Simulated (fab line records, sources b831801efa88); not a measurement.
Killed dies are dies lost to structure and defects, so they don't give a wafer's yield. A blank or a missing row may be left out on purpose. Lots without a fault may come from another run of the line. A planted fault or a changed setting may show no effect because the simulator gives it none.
One fault seen from 2 desks | flow gf180mcu | each desk has only its own numbers; what lay behind them comes last

THE METROLOGY DESK
What the gauges read, lot by lot, whatever tool the lot ran on: means of the sampled wafers that have a number. A lot is out of limits, marked OUT, if its mean lies more than 4 standard deviations from the usual mean; the brackets give that distance.
Columns: A = STI_OXIDATION_01_THK at GF_STI_THK_MEAS_22, usual 14.8 nm; B = NWELL_TW at GF_NWELL_TW_MEAS_11, usual 1575; C = DUAL_GATE_OXIDATION_00_THK at GF_DUAL_GATE_THK_MEAS_03, usual 10.98 nm
lot  | first seen here | A              | B    | C
L497 | day 2 16:11     | 14.9           | 1558 | 10.87
L499 | day 3 01:44     | 14.8           | 1580 | 10.91
L500 | day 3 06:58     | 14.9           | 1553 | 10.70
L501 | day 3 09:32     | 14.8           | 1566 | 10.91
L502 | day 3 17:29     | 15.0           | 1564 | 11.33
L503 | day 4 00:06     | 14.9           | 1591 | 11.23
L504 | day 4 02:37     | 15.0           | 1561 | 11.11
L507 | day 4 18:29     | 15.0           | 1570 | 11.50
L514 | day 6 05:20     | 19.3 (+13) OUT | 1571 | 10.91
L515 | day 6 09:59     | 19.5 (+14) OUT | 1574 | 10.44
L516 | day 6 15:22     | 18.9 (+12) OUT | 1569 | 10.75
L518 | day 7 01:17     | 14.8           | 1593 | 10.81
This desk's finding: out of limits on L514, L515, L516; first on L514, day 6 05:20 (STI_OXIDATION_01_THK at GF_STI_THK_MEAS_22). In limits: L497, L499, L500, L501, L502, L503, L504, L507, L518.

THE TOOL OWNER'S DESK: furnace-01
The tool's own readings at GF_STI_OXIDATION_21 (stabilise 600 s, purge 300 s, target thk 15 nm): means of the sampled wafers that have a number, for each lot that ran on this tool. A lot is out of limits, marked OUT, if its mean lies more than 4 standard deviations from the usual mean; the brackets give that distance. Of its 8 readings 7 are shown: the one that was out of limits first, and those that lie furthest out on some lot.
Columns: A = spike_tc_bottom_C at GF_STI_OXIDATION_21, usual 1021 C; B = spike_tc_centre_C at GF_STI_OXIDATION_21, usual 999.8 C; C = spike_tc_lower_C at GF_STI_OXIDATION_21, usual 999.6 C; D = spike_tc_top_C at GF_STI_OXIDATION_21, usual 1012.4 C; E = spike_tc_upper_C at GF_STI_OXIDATION_21, usual 998.9 C; F = tube_center_temp_C at GF_STI_OXIDATION_21, usual 1000 C; G = tube_center_temp_C_max at GF_STI_OXIDATION_21, usual 1002.6
lot  | first seen here | A               | B                | C                | D                | E                | F                      | G
L497 | day 2 15:03     | 1024            | 999.1            | 998.6            | 1011.8           | 999.0            | 1000                   | 1002.4
L502 | day 3 16:21     | 1024            | 998.8            | 998.9            | 1010.9           | 997.0            | 1000                   | 1002.9
L503 | day 3 22:58     | 1023            | 999.4            | 999.9            | 1010.4           | 998.6            | 1000                   | 1002.6
L504 | day 4 01:29     | 1023            | 999.0            | 1000.3           | 1011.2           | 998.8            | 1000                   | 1002.2
L507 | day 4 17:20     | 1024            | 998.8            | 998.7            | 1012.2           | 999.4            | 1000                   | 1002.6
L514 | day 6 04:13     | 1055 (+8.0) OUT | 1031.5 (+24) OUT | 1030.8 (+24) OUT | 1041.9 (+17) OUT | 1030.3 (+29) OUT | 1031 (+99 or more) OUT | 1033.9 (+75) OUT
L515 | day 6 08:49     | 1054 (+7.8) OUT | 1030.2 (+23) OUT | 1030.5 (+24) OUT | 1042.3 (+18) OUT | 1030.3 (+29) OUT | 1031 (+99 or more) OUT | 1033.9 (+75) OUT
L516 | day 6 14:15     | 1055 (+8.1) OUT | 1031.1 (+24) OUT | 1030.9 (+24) OUT | 1042.5 (+18) OUT | 1031.1 (+29) OUT | 1032 (+99 or more) OUT | 1034.1 (+75) OUT
This desk's finding: out of limits on L514, L515, L516; first on L514, day 6 04:13 (spike_tc_bottom_C at GF_STI_OXIDATION_21). In limits: L497, L502, L503, L504, L507.

PUT TOGETHER
The tool owner's desk could have raised an alarm at day 6 04:13, on L514, L515, L516.
The metrology desk could have raised an alarm at day 6 05:20, on L514, L515, L516.
Of the lots named, all ran GF_STI_OXIDATION_21 on furnace-01.

WHAT THE SIMULATOR HAD PUT IN
Process parameter drift: furnace-01, from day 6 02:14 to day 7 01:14, at GF_STI_OXIDATION_21. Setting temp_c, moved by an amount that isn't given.
Lots struck among those shown: L514, L515, L516.
Hours from the fault's start to each desk's first reading out of limits: the tool owner's desk, 2; the metrology desk, 3.
